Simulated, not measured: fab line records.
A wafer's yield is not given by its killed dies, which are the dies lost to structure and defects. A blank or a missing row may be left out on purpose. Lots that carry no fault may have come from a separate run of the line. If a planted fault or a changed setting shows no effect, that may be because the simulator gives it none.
Code-filled problem report in 8D (eight disciplines) form -- flow sky130 -- the parts of the form that need people (team, actions taken, sign-off) are left out

1. PROBLEM STATEMENT
Mean of developer-temp-C at SKY_LOCAL_INTERCONNECT_DEVELOP_10: 20.07 C across 6 wafers in 2 lots; on wafers with no fault it is 20.96 C (standard deviation 0.098). Relative to the usual mean, that is a shift of -9.1 standard deviations.
The step: develop time 60 s.
The first sign was on wafer L191.1 at day 33 23:00, on litho-track-02. The record has a number at this step for 39 wafers belonging to 13 lots. Rule for "out" (also "out of limits"): further than 4 standard deviations from the usual mean. The other wafers with a number count as sound.

2. WHAT IT IS AND WHAT IT IS NOT
question,is,is not
which readings at this step,developer-temp-C,exhaust-pa
which lots,"L191, L192","L183, L185, L187, L188, L190, L198, L200, L202, L203, L204, L205"
which wafers of those lots,all that have a number,-
read on which tools,litho-track-02,"litho-track-01, litho-track-03"
when,from day 33 23:00,"up to then (15 sound wafers); but 18 sound wafers of L198, L200, L202, L203, L204, L205 came after"

3. WHAT RULES OUT EACH SUSPECT
Counting: a tool at any process step up to the reading remains a suspect when it ran all the lots that are out and ran no sound lot after the first of those.
- litho-track-02 at SKY_LOCAL_INTERCONNECT_DEVELOP_10 (develop time 60 s): kept. It processed each lot that is out, first L191 at day 33 23:00, and no sound lot thereafter; up to then, the last sound lot it processed was L187 at day 32 15:00. Its own developer-temp-C readings are out on those wafers.
Remaining after the count: litho-track-02 at SKY_LOCAL_INTERCONNECT_DEVELOP_10.

4. THE CAUSE (what the simulator had put in)
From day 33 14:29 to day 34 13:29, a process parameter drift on litho-track-02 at SKY_LOCAL_INTERCONNECT_DEVELOP_10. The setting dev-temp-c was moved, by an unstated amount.
This tool alone remained once counting was done.

5. SEQUENCE OF EFFECTS, ordered by route
Each row: a reading where the mean over the struck wafers with a number is more than 3 standard deviations away from the usual. Readings are gone through only where the record gives a usual standard deviation; hours: the median, over the lots, of the time from a lot's start at the first step in this table giving one to that lot's start at this step; sigmas: the change measured in usual standard deviations.
hours,step,reading,usual,on struck wafers,change,sigmas
0,SKY_LOCAL_INTERCONNECT_DEVELOP_10,developer-temp-C,20.96 C,20.07,-0.89,-9.1
Here are the process steps it includes:
- SKY_LOCAL_INTERCONNECT_DEVELOP_10: develop time 60 s.

6. WHAT WOULD HAVE CAUGHT IT SOONER
The fault began at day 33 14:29; the first out-of-limits reading in this record came at day 33 23:00, 9 hours later.
